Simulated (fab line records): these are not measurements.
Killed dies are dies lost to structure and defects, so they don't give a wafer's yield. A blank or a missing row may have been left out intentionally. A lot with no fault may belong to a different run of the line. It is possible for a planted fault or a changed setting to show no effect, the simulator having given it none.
The tool behind it: which one? + flow gf180mcu + Sampling: 8 lots, 24 wafers, 4 of 602 route steps

## WHAT EACH GAUGE READ, for each wafer
GF_VT_IMPLANT_RS_MEAS_46: a four-point-probe measurement. Usual: MVSD_RS gives 456.5 ohm/sq (standard deviation 1.2).
| lot  | measured     | on            | MVSD_RS (ohm/sq)  | flag |
|------|--------------|---------------|-------------------|------|
| L929 | day 7 12:15  | film_metro-01 | 457.3 457.0 456.7 |      |
| L930 | day 7 18:30  | film_metro-01 | 456.3 455.5 455.3 |      |
| L931 | day 8 05:07  | film_metro-03 | 455.4 453.7 454.1 |      |
| L932 | day 8 10:29  | film_metro-03 | 456.8 455.0 456.0 |      |
| L937 | day 9 18:29  | film_metro-02 | 457.2 458.0 456.1 |      |
| L941 | day 10 20:49 | film_metro-01 | 475.1 474.7 476.6 | OFF  |
| L943 | day 11 10:53 | film_metro-02 | 474.4 476.4 475.5 | OFF  |
| L947 | day 12 14:32 | film_metro-01 | 458.3 457.0 457.4 |      |

## WHICH TOOL RAN EACH LOT (tool, then ch and the chambers of the sampled wafers, then the start)
| lot  | GF_STI_CMP_25                | GF_MVSD_IMPLANT_09             | GF_VT_IMPLANT_RTA_45             |
|------|------------------------------|--------------------------------|----------------------------------|
| L929 | cmp-02 ch 0,1,3, day 2 03:39 | implanter-02 ch 0, day 4 08:59 | rtp_anneal-01 ch 0, day 7 12:09  |
| L930 | cmp-02 ch 0,1, day 2 09:08   | implanter-02 ch 0, day 4 16:29 | rtp_anneal-01 ch 0, day 7 18:24  |
| L931 | cmp-02 ch 1,2,3, day 2 15:29 | implanter-02 ch 0, day 4 23:30 | rtp_anneal-01 ch 0, day 8 05:01  |
| L932 | cmp-01 ch 1,3, day 2 20:17   | implanter-02 ch 0, day 5 04:22 | rtp_anneal-02 ch 0, day 8 10:21  |
| L937 | cmp-02 ch 1,2,3, day 3 21:53 | implanter-01 ch 0, day 6 08:32 | rtp_anneal-02 ch 0, day 9 18:23  |
| L941 | cmp-01 ch 1,2,3, day 4 16:38 | implanter-01 ch 0, day 7 06:45 | rtp_anneal-01 ch 0, day 10 20:42 |
| L943 | cmp-01 ch 0,1,2, day 5 03:55 | implanter-01 ch 0, day 7 19:47 | rtp_anneal-01 ch 0, day 11 10:47 |
| L947 | cmp-01 ch 0,1,2, day 6 01:05 | implanter-02 ch 0, day 8 18:54 | rtp_anneal-02 ch 0, day 12 14:26 |
- GF_STI_CMP_25: polishes, stops on Si3N4, t overpolish 33 s, target thk 524.6 nm.
- GF_MVSD_IMPLANT_09
- GF_VT_IMPLANT_RTA_45: time 30 s.

## AS READ BY THE TOOLS THEMSELVES (means over the sampled wafers that have a number; for cases with no such wafer, the mark the record gives instead)
GF_STI_CMP_25. Usual: motor_current_A 12.1 A, standard deviation 1.2; overpolish_run_s 33.000 s, standard deviation 0.01; time_to_endpoint_s 122 s, standard deviation 3.5.
| lot  | tool   | motor_current_A (A) | overpolish_run_s (s) | time_to_endpoint_s (s) | flag |
|------|--------|---------------------|----------------------|------------------------|------|
| L929 | cmp-02 | 12.3                | 32.995               | 122                    |      |
| L930 | cmp-02 | 11.6                | 32.999               | 123                    |      |
| L931 | cmp-02 | 12.6                | 33.001               | 123                    |      |
| L932 | cmp-01 | 11.5                | 32.989               | 121                    |      |
| L937 | cmp-02 | 12.4                | 33.001               | 120                    |      |
| L941 | cmp-01 | 11.8                | 32.998               | 125                    |      |
| L943 | cmp-01 | 12.7                | 33.007               | 120                    |      |
| L947 | cmp-01 | 12.7                | 33.004               | 125                    |      |

GF_MVSD_IMPLANT_09. Usual: dose_ions_cm2 5e+12, standard deviation 5.7e+09; end_station_pressure_torr 5e-06 Torr, standard deviation 2.9e-07; faraday_current_uA 28.2, standard deviation 0.56.
| lot  | tool         | dose_ions_cm2 | end_station_pressure_torr (Torr) | faraday_current_uA | flag |
|------|--------------|---------------|----------------------------------|--------------------|------|
| L929 | implanter-02 | 5e+12         | 5e-06                            | 28.2               |      |
| L930 | implanter-02 | 5e+12         | 5e-06                            | 28.4               |      |
| L931 | implanter-02 | 5e+12         | 5e-06                            | 28.6               |      |
| L932 | implanter-02 | 5e+12         | 5e-06                            | 28.2               |      |
| L937 | implanter-01 | 5e+12         | 5e-06                            | 28.8               |      |
| L941 | implanter-01 | 4e+12         | 5e-06                            | 21.9               | OFF  |
| L943 | implanter-01 | 4e+12         | 5e-06                            | 21.9               | OFF  |
| L947 | implanter-02 | 5e+12         | 5e-06                            | 28.0               |      |

GF_VT_IMPLANT_RTA_45. Usual: lamp_power_pct 38.0 %, standard deviation 2.9; wafer_temp_C_max 1055.1, standard deviation 1.2.
| lot  | tool          | lamp_power_pct (%) | wafer_temp_C_max | flag |
|------|---------------|--------------------|------------------|------|
| L929 | rtp_anneal-01 | 40.5               | 1056.0           |      |
| L930 | rtp_anneal-01 | 40.5               | 1056.4           |      |
| L931 | rtp_anneal-01 | 40.5               | 1054.9           |      |
| L932 | rtp_anneal-02 | 34.6               | 1054.8           |      |
| L937 | rtp_anneal-02 | 34.6               | 1054.2           |      |
| L941 | rtp_anneal-01 | 40.5               | 1057.4           |      |
| L943 | rtp_anneal-01 | 40.5               | 1055.0           |      |
| L947 | rtp_anneal-02 | 34.6               | 1053.3           |      |

## THE ANSWER, worked out from the rows above alone
Rule: lot off if the mean of its wafers having a number is beyond 3 standard deviations from the usual mean. Also off: a lot with no number at a reading for which 4 or more lots have one. Where the step has rows for the other lots, those lots are counted as sound. Order of review: gauges by route order, followed by the tools' own readings, for which a lot's mean as printed above is used. The first step at which some lot is off is used, and at that step the reading that is off furthest; a lot without a number counts as furthest.
Off: at GF_VT_IMPLANT_RS_MEAS_46 (MVSD_RS), L941, L943.
A tool fits if, at a process step before that reading, it ran every lot that is off, and no sound lot after the first of them. Not tried: the gauges at GF_VT_IMPLANT_RS_MEAS_46; whatever is off there is also off at GF_MVSD_IMPLANT_09, on other tools, and gauge error can't account for it. Can't be told from this: 2 tools fit, implanter-01 at GF_MVSD_IMPLANT_09, rtp_anneal-01 at GF_VT_IMPLANT_RTA_45.

## WHAT WAS PUT IN BY THE SIMULATOR
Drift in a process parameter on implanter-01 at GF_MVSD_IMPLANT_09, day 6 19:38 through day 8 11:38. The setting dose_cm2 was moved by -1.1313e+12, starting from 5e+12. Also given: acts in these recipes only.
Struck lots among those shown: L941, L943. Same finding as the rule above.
